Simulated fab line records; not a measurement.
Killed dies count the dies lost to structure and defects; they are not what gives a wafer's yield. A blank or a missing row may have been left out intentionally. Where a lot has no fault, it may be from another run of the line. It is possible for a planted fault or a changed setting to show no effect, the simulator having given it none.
Split-lot experiment -- flow sky130 -- on a route of 708 steps: 5 lots, 11 wafers read

ON THE SPLIT
At SKY_POLY_CUT_COAT_02 (resist thk 60 nm), the setting resist_thk_nm was moved away from the recipe's 60 nm on 2 of the 11 wafers read, by -4.9% to +1.7%. For the rest of the wafers, this setting stayed at what the recipe calls for.

FROM THE SPLIT TO THE READING: what the file shows between them, 3 steps
- SKY_POLY_CUT_EXPOSE_05: exposes mask NPCM, target cd 270 nm (also split here: dose_mj)
- SKY_POLY_CUT_PEB_06
- SKY_POLY_CUT_DEVELOP_07: develop time 58.81 s

THE READING
etch.depth_nm (the simulator's own value, which no gauge read), in nm, at SKY_POLY_CUT_ETCH_10 (etches BARC in N2/H2, stops on SiO2, time 45.9 s, target depth 60 nm). No usual value for it is given in the file. Across the 9 wafers here that went through the recipe, the average is 60.02 nm and the standard deviation 0.097 nm.

wafer,"tool, chamber at the split","resist_thk_nm as run, nm",against the recipe,"etch.depth_nm, nm",against lot-mates on the recipe
L074.5,"litho_track-04, 0",60,recipe,60.12,-
L074.6,"litho_track-04, 0",60,recipe,60.14,-
L077.2,"litho_track-02, 0",60,recipe,59.92,-
L077.4,"litho_track-02, 0",57.05,-4.9%,57.08,-2.84
L083.4,"litho_track-03, 0",60,recipe,59.92,-
L083.5,"litho_track-03, 0",60,recipe,59.9,-
L083.6,"litho_track-03, 0",60,recipe,60,-
L081.1,"litho_track-03, 0",60,recipe,60.14,-
L081.5,"litho_track-03, 0",60,recipe,60.11,-
L085.2,"litho_track-02, 0",60,recipe,59.97,-
L085.6,"litho_track-02, 0",61.05,+1.7%,61.09,+1.12

FIT RESULTS
A straight line over all 11 wafers: etch.depth_nm changes by +0.6 nm for each +1% of resist_thk_nm; r = +1.00; the points scatter about the line by 0.097 nm.
The same after taking each lot's own level away (the mean of its wafers on the recipe; 11 wafers): +0.586 nm for each +1%; r = +1.00; scatter 0.041 nm.
On that fit, the largest move of resist_thk_nm shifts the reading by 2.9 nm.
The span of the lots' own levels, 59.920 to 60.130 nm, comes to 2.2 times the standard deviation stated above.
The two slopes are in agreement: the lot-to-lot level therefore moves the slope only a little.
Check: for one of the wafers moved furthest among these (-4.9%), held out of the fit, the line's prediction against its lot-mates is -3.15 nm. Against them it came out at -2.84 nm.

OTHER SPLITS APPLIED TO THESE WAFERS
Note: prior to the reading, these wafers also went through further splits. Each is held against what the fit with the lots' levels taken away leaves over:
other split on the same wafers,wafers away from the commonest value,r with etch.depth_nm (lot level and that fit taken away)
SKY_LDD_LDN_COAT_02 spin_rpm,1,-0.25
SKY_LDD_LDN_IMPLANT_10 energy_kev,3,+0.48
SKY_POLY_CUT_EXPOSE_05 dose_mj,1,+0.19

THE FILE'S OWN FIT
etch.depth_nm changes by +0.584 nm for each +1% of resist_thk_nm, r = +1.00.
